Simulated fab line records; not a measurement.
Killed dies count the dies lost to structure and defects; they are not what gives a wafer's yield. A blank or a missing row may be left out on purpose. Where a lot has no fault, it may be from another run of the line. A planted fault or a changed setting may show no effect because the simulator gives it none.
fab line records | flow sky130
record: lots: 7 | wafers: 21 | last_day: 50
route steps=708 shown RES_XHIGH@339 SD_N@342 PAD_OPEN@708
lots with no fault: from the same line, run without faults
start_h: start of the lot's first displayed wafer, in hours after the record's first day | wait_h: how many hours have passed since the lot's step before this one | " the same as in the row above | L1.1+2: several wafers, shown together as one row | - no value, or no start given | * or withheld: withheld | < > ~ a bound
route shown NAME@n: a module of which the file shows steps, and the number in the route of the first | usual: average and standard deviation across the fault-free wafers | same: alike in all rows | chamber/n: place in a boat | sites: readings site by site | _std_site: standard deviation across them | _edge_site: the outer-site mean with the inner-site mean subtracted | radius_mm: how far each site lies from the wafer's centre | mask NAME#n: copy n | behind: the tool/chamber that last shaped the wafer | hold: cause of the lot's hold/its duration in hours/its outcome | device: which transistor (n, p or np) failed to switch | end of line: at the end of the route, the tests of the same wafers | step lacking rows: just its recipe | killed: not the wafer's yield, but the dies lost to structure and defects at the first sort | map: shows each die of a wafer: x if killed, . if not, _ if none is there
set.NAME: the setting as run; set.NAME@STEP: as run at that earlier step | model.NAME: the simulator's own value behind a step, which no gauge read
lots seen at some steps along the route; tables by step, rows by wafer
services: when a tool's chamber went out of use (start_h, in hours from the record's first day, below 0 if earlier), for how many hours, and the reason
== steps ==
step: SKY_RES_XHIGH_IMPLANT_07
recipe: species: BF2 | energy_kev: 20 | dose_cm2: 3.6e+14 | tilt_deg: 0
step: SKY_RES_XHIGH_STRIP_08
recipe: chemistry: O2/N2 | power_w: 1400 | pressure_mtorr: 1500 | platen_temp_c: withheld | o2_flow_sccm: 3000 | n2_flow_sccm: 300 | overash_fraction: 0.5
usual: drypump_motor_current_A: 5.8/0.51 | oes_product_au: 0.711/0.0041 | strip_time_to_endpoint_s: 14.28/0.042
lot.wafer | tool            | chamber | start_h | wait_h | drypump_motor_current_A | oes_product_au | rf_hours_counter_h | strip_time_to_endpoint_s
L990.2    | plasma_asher-01 | 1       | 618.52  | 0.1    | 6.1                     | 0.706          | 19                 | 14.21
L990.4    | "               | 1       | "       | "      | 6.1                     | 0.704          | -                  | 14.26
L990.5    | "               | 0       | "       | "      | 5.4                     | 0.712          | -                  | 14.20
L998.1    | plasma_asher-01 | 0       | 699.23  | 0.1    | 5.3                     | 0.712          | 27                 | 14.27
L998.2    | "               | 1       | "       | "      | 6.1                     | 0.709          | 27                 | 14.24
L998.6    | "               | 1       | "       | "      | 6.1                     | 0.711          | -                  | 14.26
L103.2    | plasma_asher-02 | 0       | 748.97  | 0.1    | 5.3                     | 0.706          | 96                 | 14.26
L103.5    | "               | 1       | "       | "      | 6.4                     | 0.717          | -                  | 14.22
L103.6    | "               | 0       | "       | "      | 5.3                     | 0.710          | -                  | 14.26
L105.4    | plasma_asher-04 | 0       | 754.48  | 0.1    | 5.3                     | 0.712          | -                  | 14.27
L105.5    | "               | 1       | "       | "      | 6.5                     | 0.706          | -                  | 14.26
L105.6    | "               | 0       | "       | "      | 5.3                     | 0.712          | -                  | 14.27
L106.1    | plasma_asher-04 | 1       | 759.10  | 0.1    | 6.4                     | 0.712          | 1                  | 14.24
L106.2    | "               | 0       | "       | "      | 5.3                     | 0.706          | 1                  | 14.27
L106.4    | "               | 0       | "       | "      | 5.3                     | 0.708          | -                  | 14.26
L108.1    | plasma_asher-04 | 1       | 773.83  | 0.1    | 6.4                     | 0.710          | 3                  | 14.33
L108.3    | "               | 1       | "       | "      | 6.4                     | 0.712          | -                  | 14.28
L108.4    | "               | 0       | "       | "      | 5.3                     | 0.718          | -                  | 14.31
L110.1    | plasma_asher-02 | 1       | 784.83  | 0.1    | 6.3                     | 0.712          | 100                | 14.27
L110.3    | "               | 0       | "       | "      | 5.3                     | 0.704          | -                  | 14.23
L110.6    | "               | 1       | "       | "      | 6.4                     | 0.710          | -                  | 14.29
step: SKY_RES_XHIGH_TW_MEAS_09
usual: RES_XHIGH_TW: 1623/20
lot.wafer | tool          | chamber | start_h | wait_h | RES_XHIGH_TW
L990.2    | film_metro-02 | -       | 618.63  | 0.1    | 1623
L990.4    | "             | -       | "       | "      | 1633
L990.5    | "             | -       | "       | "      | 1624
L998.1    | film_metro-02 | -       | 699.33  | 0.1    | 1628
L998.2    | "             | -       | "       | "      | 1633
L998.6    | "             | -       | "       | "      | 1624
L103.2    | film_metro-04 | -       | 749.08  | 0.1    | 1640
L103.5    | "             | -       | "       | "      | 1641
L103.6    | "             | -       | "       | "      | 1638
L105.4    | film_metro-04 | -       | 754.58  | 0.1    | 1633
L105.5    | "             | -       | "       | "      | 1646
L105.6    | "             | -       | "       | "      | 1643
L106.1    | film_metro-04 | -       | 759.20  | 0.1    | 1634
L106.2    | "             | -       | "       | "      | 1637
L106.4    | "             | -       | "       | "      | 1640
L108.1    | film_metro-02 | -       | 773.93  | 0.1    | 1632
L108.3    | "             | -       | "       | "      | 1627
L108.4    | "             | -       | "       | "      | 1633
L110.1    | film_metro-04 | -       | 784.93  | 0.1    | 1643
L110.3    | "             | -       | "       | "      | 1648
L110.6    | "             | -       | "       | "      | 1656
step: SKY_SD_N_DEHYDRATE_00
recipe: temp_c: 200 | time_s: 60
step: SKY_SD_N_HMDS_01
recipe: prime_time_s: 60 | prime_temp_c: 120
step: SKY_SD_N_COAT_02
recipe: resist: NOVOLAK | spin_rpm: 3000 | resist_thk_nm: 1140
step: SKY_SD_N_SOFTBAKE_03
recipe: temp_c: 90 | time_s: 60 | resist: NOVOLAK
step: SKY_SD_N_EXPOSE_04
recipe: mask_id: NSDM | na: 0.6 | source_shape: conventional | sigma_outer: 0.6 | polarization: unpolarized | target_cd_nm: 380 | dose_mj: 141
step: SKY_SD_N_PEB_05
recipe: temp_c: withheld | time_s: * | resist: NOVOLAK
step: SKY_SD_N_DEVELOP_06
recipe: resist: NOVOLAK | developer: TMAH | develop_time_s: 60 | dev_temp_c: 23
step: SKY_SD_N_CD_MEAS_07
recipe: target_cd_nm: 380
usual: cd_nm: 380.6/2.2
lot.wafer | tool      | chamber | start_h | wait_h | cd_nm
L990.2    | cd_sem-01 | -       | 647.60  | 0.1    | 384.4
L990.4    | "         | -       | "       | "      | 382.0
L990.5    | "         | -       | "       | "      | 382.6
L998.1    | cd_sem-01 | -       | 726.60  | 0.1    | 381.5
L998.2    | "         | -       | "       | "      | 378.1
L998.6    | "         | -       | "       | "      | 380.7
L103.2    | cd_sem-02 | -       | 776.45  | 0.1    | 380.8
L103.5    | "         | -       | "       | "      | 378.4
L103.6    | "         | -       | "       | "      | 379.5
L105.4    | cd_sem-01 | -       | 780.84  | 0.1    | 378.6
L105.5    | "         | -       | "       | "      | 379.5
L105.6    | "         | -       | "       | "      | 375.7
L106.1    | cd_sem-02 | -       | 785.23  | 0.1    | 383.3
L106.2    | "         | -       | "       | "      | 383.1
L106.4    | "         | -       | "       | "      | 383.5
L108.1    | cd_sem-02 | -       | 800.08  | 0.1    | 380.9
L108.3    | "         | -       | "       | "      | 381.9
L108.4    | "         | -       | "       | "      | 380.1
L110.1    | cd_sem-02 | -       | 811.57  | 0.1    | 380.5
L110.3    | "         | -       | "       | "      | 381.9
L110.6    | "         | -       | "       | "      | 384.2
step: SKY_SD_N_OVL_MEAS_08
usual: SD_N_OVL: -0.4/1.5
lot.wafer | tool       | chamber | start_h | wait_h | SD_N_OVL[nm]
L990.2    | overlay-02 | -       | 647.71  | 0.1    | -1.1
L990.4    | "          | -       | "       | "      | -1.0
L990.5    | "          | -       | "       | "      | -0.7
L998.1    | overlay-02 | -       | 726.72  | 0.1    | 0.1
L998.2    | "          | -       | "       | "      | 0.2
L998.6    | "          | -       | "       | "      | -0.1
L103.2    | overlay-02 | -       | 776.56  | 0.1    | -4.9
L103.5    | "          | -       | "       | "      | -3.2
L103.6    | "          | -       | "       | "      | -4.7
L105.4    | overlay-01 | -       | 780.92  | 0.1    | 0.4
L105.5    | "          | -       | "       | "      | -0.2
L105.6    | "          | -       | "       | "      | 0.0
L106.1    | overlay-02 | -       | 785.35  | 0.1    | 1.2
L106.2    | "          | -       | "       | "      | -0.2
L106.4    | "          | -       | "       | "      | 0.7
L108.1    | overlay-02 | -       | 800.20  | 0.1    | -0.3
L108.3    | "          | -       | "       | "      | 0.3
L108.4    | "          | -       | "       | "      | -0.3
L110.1    | overlay-02 | -       | 811.69  | 0.1    | -0.4
L110.3    | "          | -       | "       | "      | -0.9
L110.6    | "          | -       | "       | "      | 0.5
step: SKY_SD_N_IMPLANT_09
recipe: species: As | energy_kev: 50 | dose_cm2: 4e+15 | tilt_deg: 0
usual: beam_on_s: 17.0/0.6 | dose_ions_cm2: 3.999e+15/4.4e+12 | faraday_current_uA: 12860/450
lot.wafer | tool         | chamber | start_h | wait_h | beam_on_s | dose_ions_cm2 | faraday_current_uA
L990.2    | implanter-01 | 0       | 647.76  | 0.0    | 16.5      | 4.004e+15     | 13208
L990.4    | "            | 0       | "       | "      | 17.4      | 4.008e+15     | 12581
L990.5    | "            | 0       | "       | "      | 16.8      | 4.006e+15     | 13024
L998.1    | implanter-01 | 0       | 726.75  | 0.0    | 17.4      | 3.998e+15     | 12672
L998.2    | "            | 0       | "       | "      | 16.9      | 3.993e+15     | 12951
L998.6    | "            | 0       | "       | "      | 16.6      | 4.001e+15     | 13275
L103.2    | implanter-03 | 0       | 776.61  | 0.0    | 16.9      | 4e+15         | 12885
L103.5    | "            | 0       | "       | "      | 15.7      | 4.003e+15     | 13828
L103.6    | "            | 0       | "       | "      | 16.0      | 3.993e+15     | 13597
L105.4    | implanter-01 | 0       | 781.01  | 0.1    | 10.3      | 1.664e+15     | 8846
L105.5    | "            | 0       | "       | "      | 10.4      | 1.658e+15     | 8809
L105.6    | "            | 0       | "       | "      | 9.9       | 1.661e+15     | 9151
L106.1    | implanter-01 | 0       | 785.39  | 0.0    | 10.0      | 1.655e+15     | 9114
L106.2    | "            | 0       | "       | "      | 10.1      | 1.659e+15     | 9029
L106.4    | "            | 0       | "       | "      | 10.3      | 1.654e+15     | 8820
L108.1    | implanter-01 | 0       | 800.24  | 0.0    | 10.1      | 1.662e+15     | 9097
L108.3    | "            | 0       | "       | "      | 10.0      | 1.664e+15     | 9098
L108.4    | "            | 0       | "       | "      | 9.9       | 1.665e+15     | 9161
L110.1    | implanter-04 | 0       | 811.72  | 0.0    | 18.0      | 3.998e+15     | 12174
L110.3    | "            | 0       | "       | "      | 17.5      | 4.002e+15     | 12456
L110.6    | "            | 0       | "       | "      | 17.8      | 3.996e+15     | 12273
step: SKY_SD_N_IMPLANT_10
recipe: species: P | energy_kev: 20 | dose_cm2: 1e+14 | tilt_deg: 0
step: SKY_SD_N_STRIP_11
recipe: chemistry: O2/N2 | power_w: 1400 | pressure_mtorr: 1500 | platen_temp_c: withheld | o2_flow_sccm: 3000 | n2_flow_sccm: 300 | overash_fraction: 0.5
usual: drypump_motor_current_A: 5.6/0.41 | oes_product_au: 0.527/0.0048 | strip_time_to_endpoint_s: 22.56/0.037
lot.wafer | tool            | chamber | start_h | wait_h | drypump_motor_current_A | oes_product_au | rf_hours_counter_h | strip_time_to_endpoint_s
L990.2    | plasma_asher-03 | 0       | 648.04  | 0.1    | 5.6                     | 0.531          | 51                 | 22.48
L990.4    | "               | 1       | "       | "      | 5.1                     | 0.529          | -                  | 22.52
L990.5    | "               | 0       | "       | "      | 5.6                     | 0.530          | -                  | 22.51
L998.1    | plasma_asher-01 | 1       | 727.05  | 0.1    | 6.1                     | 0.523          | 29                 | 22.59
L998.2    | "               | 0       | "       | "      | 5.4                     | 0.526          | 29                 | 22.54
L998.6    | "               | 0       | "       | "      | 5.3                     | 0.523          | -                  | 22.53
L103.2    | plasma_asher-01 | 0       | 776.89  | 0.1    | 5.3                     | 0.526          | 34                 | 22.54
L103.5    | "               | 0       | "       | "      | 5.3                     | 0.528          | -                  | 22.50
L103.6    | "               | 1       | "       | "      | 6.1                     | 0.539          | -                  | 22.56
L105.4    | plasma_asher-01 | 1       | 781.27  | 0.1    | 6.1                     | 0.573          | -                  | 19.49
L105.5    | "               | 0       | "       | "      | 5.3                     | 0.573          | -                  | 19.54
L105.6    | "               | 1       | "       | "      | 6.1                     | 0.575          | -                  | 19.57
L106.1    | plasma_asher-02 | 0       | 785.69  | 0.1    | 5.3                     | 0.571          | 100                | 19.55
L106.2    | "               | 1       | "       | "      | 6.4                     | 0.572          | 100                | 19.51
L106.4    | "               | 0       | "       | "      | 5.3                     | 0.571          | -                  | 19.58
L108.1    | plasma_asher-01 | 0       | 800.54  | 0.1    | 5.4                     | 0.568          | 37                 | 19.57
L108.3    | "               | 1       | "       | "      | 6.1                     | 0.578          | -                  | 19.57
L108.4    | "               | 0       | "       | "      | 5.3                     | 0.577          | -                  | 19.57
L110.1    | plasma_asher-03 | 1       | 812.02  | 0.1    | 5.1                     | 0.530          | 67                 | 22.53
L110.3    | "               | 1       | "       | "      | 5.1                     | 0.528          | -                  | 22.54
L110.6    | "               | 0       | "       | "      | 5.6                     | 0.529          | -                  | 22.48
step: SKY_SD_N_TW_MEAS_12
usual: SD_N_TW: 3949/49
lot.wafer | tool          | chamber | start_h | wait_h | SD_N_TW
L990.2    | film_metro-02 | -       | 648.15  | 0.1    | 3958
L990.4    | "             | -       | "       | "      | 3962
L990.5    | "             | -       | "       | "      | 3957
L998.1    | film_metro-01 | -       | 727.15  | 0.1    | 3887
L998.2    | "             | -       | "       | "      | 3898
L998.6    | "             | -       | "       | "      | 3888
L103.2    | film_metro-04 | -       | 777.00  | 0.1    | 3990
L103.5    | "             | -       | "       | "      | 3960
L103.6    | "             | -       | "       | "      | 3976
L105.4    | film_metro-04 | -       | 781.37  | 0.1    | 3848
L105.5    | "             | -       | "       | "      | 3829
L105.6    | "             | -       | "       | "      | 3856
L106.1    | film_metro-02 | -       | 785.79  | 0.1    | 3832
L106.2    | "             | -       | "       | "      | 3831
L106.4    | "             | -       | "       | "      | 3821
L108.1    | film_metro-04 | -       | 800.64  | 0.1    | 3829
L108.3    | "             | -       | "       | "      | 3865
L108.4    | "             | -       | "       | "      | 3836
L110.1    | film_metro-04 | -       | 812.12  | 0.1    | 3964
L110.3    | "             | -       | "       | "      | 3970
L110.6    | "             | -       | "       | "      | 3968
step: SKY_SD_N_CLEAN_13
recipe: chemistry: SC1/SC2 | mix: 1:4:20 | temp_c: 70 | time_s: 150 | dry: n2_spin
step: SKY_SD_N_RTA_14
recipe: temp_c: 1075 | time_s: 2 | idle_temp_c: 650 | ramp_up_c_per_s: 150 | ramp_down_c_per_s: 90 | ambient: N2
usual: lamp_power_pct: 15.73/0.058 | wafer_temp_C_max: 1077.9/1.2
lot.wafer | tool          | chamber | start_h | wait_h | lamp_power_pct | wafer_temp_C_max
L990.2    | rtp_anneal-01 | 0       | 648.26  | 0.0    | 15.73          | 1078.2
L990.4    | "             | 0       | "       | "      | 15.77          | 1079.6
L990.5    | "             | 0       | "       | "      | 15.68          | 1076.8
L998.1    | rtp_anneal-02 | 0       | 727.26  | 0.0    | 15.70          | 1078.1
L998.2    | "             | 0       | "       | "      | 15.67          | 1077.6
L998.6    | "             | 0       | "       | "      | 15.73          | 1078.0
L103.2    | rtp_anneal-02 | 0       | 777.11  | 0.0    | 15.79          | 1077.0
L103.5    | "             | 0       | "       | "      | 15.78          | 1079.7
L103.6    | "             | 0       | "       | "      | 15.78          | 1079.5
L105.4    | rtp_anneal-02 | 0       | 781.48  | 0.0    | 15.72          | 1080.4
L105.5    | "             | 0       | "       | "      | 15.78          | 1078.0
L105.6    | "             | 0       | "       | "      | 15.73          | 1078.7
L106.1    | rtp_anneal-02 | 0       | 785.90  | 0.0    | 15.61          | 1077.7
L106.2    | "             | 0       | "       | "      | 15.64          | 1077.9
L106.4    | "             | 0       | "       | "      | 15.81          | 1077.9
L108.1    | rtp_anneal-01 | 0       | 800.75  | 0.0    | 15.80          | 1078.3
L108.3    | "             | 0       | "       | "      | 15.68          | 1076.5
L108.4    | "             | 0       | "       | "      | 15.63          | 1077.7
L110.1    | rtp_anneal-02 | 0       | 812.24  | 0.0    | 15.64          | 1076.9
L110.3    | "             | 0       | "       | "      | 15.67          | 1078.7
L110.6    | "             | 0       | "       | "      | 15.70          | 1079.4
step: SKY_SD_N_RS_MEAS_16
recipe: thk_meas_gauge: four-point-probe
usual: SD_N_RS: 68.44/0.12
lot.wafer | tool          | chamber | start_h | wait_h | hold                     | SD_N_RS[ohm/sq]
L990.2    | film_metro-04 | -       | 648.44  | 0.1    | -                        | 68.53
L990.4    | "             | -       | "       | "      | -                        | 68.51
L990.5    | "             | -       | "       | "      | -                        | 68.58
L998.1    | film_metro-02 | -       | 727.49  | 0.1    | -                        | 68.41
L998.2    | "             | -       | "       | "      | -                        | 68.54
L998.6    | "             | -       | "       | "      | -                        | 68.41
L103.2    | film_metro-01 | -       | 777.29  | 0.1    | -                        | 68.46
L103.5    | "             | -       | "       | "      | -                        | 68.39
L103.6    | "             | -       | "       | "      | -                        | 68.63
L105.4    | film_metro-04 | -       | 781.68  | 0.1    | await_dispo/0.2h/release | 83.57
L105.5    | "             | -       | "       | "      | await_dispo/0.2h/release | 83.69
L105.6    | "             | -       | "       | "      | await_dispo/0.2h/release | 83.56
L105.4    | film_metro-04 | -       | 782.04  | 0.3    | -                        | 83.69
L105.5    | "             | -       | "       | "      | -                        | 83.57
L105.6    | "             | -       | "       | "      | -                        | 83.42
L106.1    | film_metro-04 | -       | 786.07  | 0.1    | await_dispo/0.2h/release | 83.12
L106.2    | "             | -       | "       | "      | await_dispo/0.2h/release | 82.86
L106.4    | "             | -       | "       | "      | await_dispo/0.2h/release | 82.74
L106.1    | film_metro-04 | -       | 786.43  | 0.3    | -                        | 83.13
L106.2    | "             | -       | "       | "      | -                        | 82.92
L106.4    | "             | -       | "       | "      | -                        | 82.77
L108.1    | film_metro-04 | -       | 800.92  | 0.1    | await_dispo/0.2h/release | 82.83
L108.3    | "             | -       | "       | "      | await_dispo/0.2h/release | 83.17
L108.4    | "             | -       | "       | "      | await_dispo/0.2h/release | 82.90
L108.1    | film_metro-04 | -       | 801.28  | 0.3    | -                        | 83.04
L108.3    | "             | -       | "       | "      | -                        | 82.97
L108.4    | "             | -       | "       | "      | -                        | 82.75
L110.1    | film_metro-04 | -       | 812.41  | 0.1    | -                        | 68.35
L110.3    | "             | -       | "       | "      | -                        | 68.43
L110.6    | "             | -       | "       | "      | -                        | 68.53
step: SKY_PAD_OPEN_PROBE_99
usual: defect_limited_yield: 82.4/1.9 | killed_at_M0_to_M3: 43/7.1 | killed_at_M4_up: 3.2/1.7 | killed_at_contacts: 24/5.6 | killed_at_front_end: 16/5 | killed_at_other: 0.4/0.68 | killed_dies: 86/9.3 | killed_open: 47/7.1 | killed_short: 39/5.7 | sort_bin_3_pad_short: 0.9/0.38 | sort_bin_5_function: 10.4/1.5 | sort_bin_6_memory: 6.3/1.3 | sort_n_pass: 406/9.3 | sort_yield_pct: 82.4/1.9
same: gross_dies: 492 | killed_at_back_side: 0 | sort_bin_4_leakage[%]: 0 | sort_bin_8_speed[%]: 0
lot.wafer | tool      | chamber | start_h | wait_h | defect_limited_yield[%] | killed_at_M0_to_M3 | killed_at_M4_up | killed_at_contacts | killed_at_front_end | killed_at_other | killed_dies | killed_open | killed_short | sort_bin_3_pad_short[%] | sort_bin_5_function[%] | sort_bin_6_memory[%] | sort_n_pass | sort_yield_pct[%]
L990.2    | prober-02 | -       | 1077.27 | 0.1    | 78.7                    | 46                 | 4               | 34                 | 20                  | 1               | 105         | 61          | 44           | 0.8                     | 12.6                   | 7.9                  | 387         | 78.7
L990.4    | prober-02 | -       | 1077.37 | 0.2    | 80.7                    | 44                 | 2               | 23                 | 24                  | 2               | 95          | 47          | 46           | 1.2                     | 11.6                   | 6.5                  | 397         | 80.7
L990.5    | prober-02 | -       | 1077.42 | 0.2    | 81.3                    | 35                 | 2               | 32                 | 22                  | 1               | 92          | 45          | 46           | 0.8                     | 12.8                   | 5.1                  | 400         | 81.3
L998.1    | prober-02 | -       | 1135.20 | 0.1    | 86.0                    | 40                 | 2               | 13                 | 13                  | 1               | 69          | 41          | 27           | 1.2                     | 7.7                    | 5.1                  | 423         | 86.0
L998.2    | prober-02 | -       | 1135.25 | 0.1    | 84.8                    | 46                 | 4               | 12                 | 13                  | 0               | 75          | 44          | 31           | 0.6                     | 10.0                   | 4.7                  | 417         | 84.8
L998.6    | prober-02 | -       | 1135.45 | 0.2    | 81.7                    | 51                 | 2               | 24                 | 12                  | 1               | 90          | 52          | 38           | 1.0                     | 12.6                   | 4.7                  | 402         | 81.7
L103.2    | prober-01 | -       | 1167.43 | 0.1    | 78.9                    | 69                 | 3               | 20                 | 12                  | 0               | 104         | 54          | 50           | 1.4                     | 11.8                   | 7.9                  | 388         | 78.9
L103.5    | prober-01 | -       | 1167.58 | 0.2    | 83.5                    | 39                 | 4               | 24                 | 14                  | 0               | 81          | 42          | 38           | 0.8                     | 11.8                   | 3.9                  | 411         | 83.5
L103.6    | prober-01 | -       | 1167.63 | 0.2    | 82.1                    | 42                 | 4               | 24                 | 15                  | 3               | 88          | 39          | 46           | 0.2                     | 13.0                   | 4.7                  | 404         | 82.1
L110.1    | prober-01 | -       | 1191.95 | 0.1    | 79.3                    | 50                 | 3               | 27                 | 22                  | 0               | 102         | 55          | 47           | 1.0                     | 13.4                   | 6.3                  | 390         | 79.3
L110.3    | prober-01 | -       | 1192.05 | 0.2    | 82.9                    | 40                 | 4               | 18                 | 22                  | 0               | 84          | 47          | 37           | 0.4                     | 9.3                    | 7.3                  | 408         | 82.9
L110.6    | prober-01 | -       | 1192.20 | 0.2    | 81.9                    | 36                 | 2               | 30                 | 21                  | 0               | 89          | 49          | 40           | 0.8                     | 11.4                   | 5.9                  | 403         | 81.9
killed by level:class
L990.2 CONTACT:geometric_particle:open=12 METAL1:geometric_particle:short=11 VIA1:geometric_particle:open=9 LI_CONTACT:geometric_particle:open=8 VIA3:geometric_particle:open=8 POLY_GATE:geometric_particle:open=7 FIELD_ISO:geometric_particle:open=4 LI_CONTACT:geometric_particle:short=4
L990.4 VIA3:geometric_particle:open=8 CONTACT:geometric_particle:open=8 VIA1:geometric_particle:short=7 VIA1:geometric_particle:open=7 METAL2:geometric_particle:short=6 LOCAL_INTERCONNECT:geometric_particle:short=6 FIELD_ISO:geometric_particle:open=5 FIELD_ISO:geometric_particle:short=5
L990.5 CONTACT:geometric_particle:short=8 CONTACT:geometric_particle:open=8 POLY_GATE:geometric_particle:open=7 POLY_GATE:geometric_particle:short=7 VIA3:geometric_particle:open=7 LOCAL_INTERCONNECT:geometric_particle:short=6 LI_CONTACT:geometric_particle:open=5 VIA1:geometric_particle:open=5
L998.1 VIA2:geometric_particle:open=11 VIA1:geometric_particle:open=7 CONTACT:geometric_particle:open=6 METAL1:geometric_particle:short=5 VIA3:geometric_particle:open=5 CONTACT:geometric_particle:short=4 FIELD_ISO:geometric_particle:short=3 POLY_GATE:geometric_particle:short=3
L998.2 VIA1:geometric_particle:open=12 VIA2:geometric_particle:open=8 LI_CONTACT:geometric_particle:open=5 VIA3:geometric_particle:open=5 VIA3:geometric_particle:short=4 METAL4:geometric_particle:short=4 FIELD_ISO:geometric_particle:short=3 FIELD_ISO:geometric_particle:open=3
L998.6 VIA1:geometric_particle:open=13 LI_CONTACT:geometric_particle:open=11 VIA2:geometric_particle:open=9 METAL1:geometric_particle:short=7 METAL2:geometric_particle:short=7 CONTACT:geometric_particle:open=5 FIELD_ISO:geometric_particle:open=4 POLY_GATE:geometric_particle:short=3
L103.2 VIA1:geometric_particle:open=17 METAL1:geometric_particle:short=9 VIA2:geometric_particle:open=8 VIA2:geometric_particle:short=7 VIA1:geometric_particle:short=7 LI_CONTACT:geometric_particle:open=6 CONTACT:geometric_particle:short=5 METAL2:geometric_particle:short=5
L103.5 VIA1:geometric_particle:open=9 CONTACT:geometric_particle:open=9 VIA1:geometric_particle:short=8 METAL1:geometric_particle:short=7 CONTACT:geometric_particle:short=6 FIELD_ISO:geometric_particle:open=5 FIELD_ISO:geometric_particle:short=5 LI_CONTACT:geometric_particle:open=5
L103.6 VIA1:geometric_particle:open=9 CONTACT:geometric_particle:open=8 POLY_GATE:geometric_particle:short=6 METAL1:geometric_particle:short=6 VIA1:geometric_particle:short=5 METAL3:geometric_particle:short=5 CONTACT:geometric_particle:short=4 LI_CONTACT:geometric_particle:open=4
L110.1 VIA1:geometric_particle:open=11 CONTACT:geometric_particle:open=10 METAL1:geometric_particle:short=7 LI_CONTACT:geometric_particle:open=6 FIELD_ISO:geometric_particle:short=5 FIELD_ISO:geometric_particle:open=5 CONTACT:geometric_particle:short=5 METAL2:geometric_particle:short=5
L110.3 VIA1:geometric_particle:open=9 FIELD_ISO:geometric_particle:open=7 VIA2:geometric_particle:open=7 LI_CONTACT:geometric_particle:open=7 VIA1:geometric_particle:short=7 POLY_GATE:geometric_particle:short=5 POLY_GATE:geometric_particle:open=5 METAL1:geometric_particle:short=5
L110.6 LI_CONTACT:geometric_particle:open=12 CONTACT:geometric_particle:open=10 POLY_GATE:geometric_particle:short=8 FIELD_ISO:geometric_particle:open=7 VIA1:geometric_particle:open=7 VIA3:geometric_particle:open=6 LI_CONTACT:geometric_particle:short=5 METAL1:geometric_particle:short=5
== services ==
tool            | chamber | start_h | hours | kind
plasma_asher-03 | -       | 600.73  | 2.9   | repair
implanter-03    | -       | 620.70  | 4.0   | pm
plasma_asher-01 | -       | 622.43  | 2.4   | repair
implanter-03    | -       | 628.29  | 3.0   | repair
rtp_anneal-02   | -       | 681.00  | 4.9   | pm
implanter-04    | -       | 681.85  | 3.6   | pm
rtp_anneal-01   | -       | 714.93  | 82.4  | pm
plasma_asher-04 | -       | 733.75  | 9.0   | pm
plasma_asher-04 | 0       | 733.75  | 9.0   | vent_cycle
plasma_asher-04 | 1       | 733.75  | 9.0   | vent_cycle
plasma_asher-04 | -       | 742.75  | 2.8   | pm
plasma_asher-04 | 0       | 742.75  | -     | clean
plasma_asher-04 | 1       | 742.75  | -     | clean
plasma_asher-02 | -       | 797.85  | 5.8   | repair
== key ==
first_sign: step: SKY_SD_N_IMPLANT_09 | reading: dose_ions_cm2 | direction: down | sigmas: 99+ | usual: * | struck: *
effect: step: SKY_SD_N_IMPLANT_09 | reading: beam_on_s | direction: down | sigmas: 11 | usual: 17.0 | struck: 10.1
effect: step: SKY_SD_N_STRIP_11 | reading: strip_time_to_endpoint_s | direction: down | sigmas: 82 | usual: * | struck: *
effect: step: SKY_SD_N_TW_MEAS_12 | reading: SD_N_TW | direction: down | sigmas: 2.3 | usual: 3949 | struck: 3838
effect: step: SKY_SD_N_RS_MEAS_16 | reading: visit | direction: added
effect: step: SKY_SD_N_RS_MEAS_16 | reading: SD_N_RS | direction: up | sigmas: 99+ | usual: 68.44 | struck: 83.16
met_at SKY_SD_N_IMPLANT_09
struck_wafers L105.4,L105.5,L105.6,L106.1,L106.2,L106.4,L108.1,L108.3,L108.4
scrapped_behind SKY_SD_N_RS_MEAS_16 L105.4,L105.5,L105.6,L106.1,L106.2,L106.4,L108.1,L108.3,L108.4
onset_between 726.75 781.01
fault: kind: process_parameter_drift | tool: implanter-01 | chamber: - | onset_h: 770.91 | steps: SKY_SD_N_IMPLANT_09 | channel: dose_cm2 | offset: * | shape: step | end_h: 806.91 | acts_in: * | stated: *
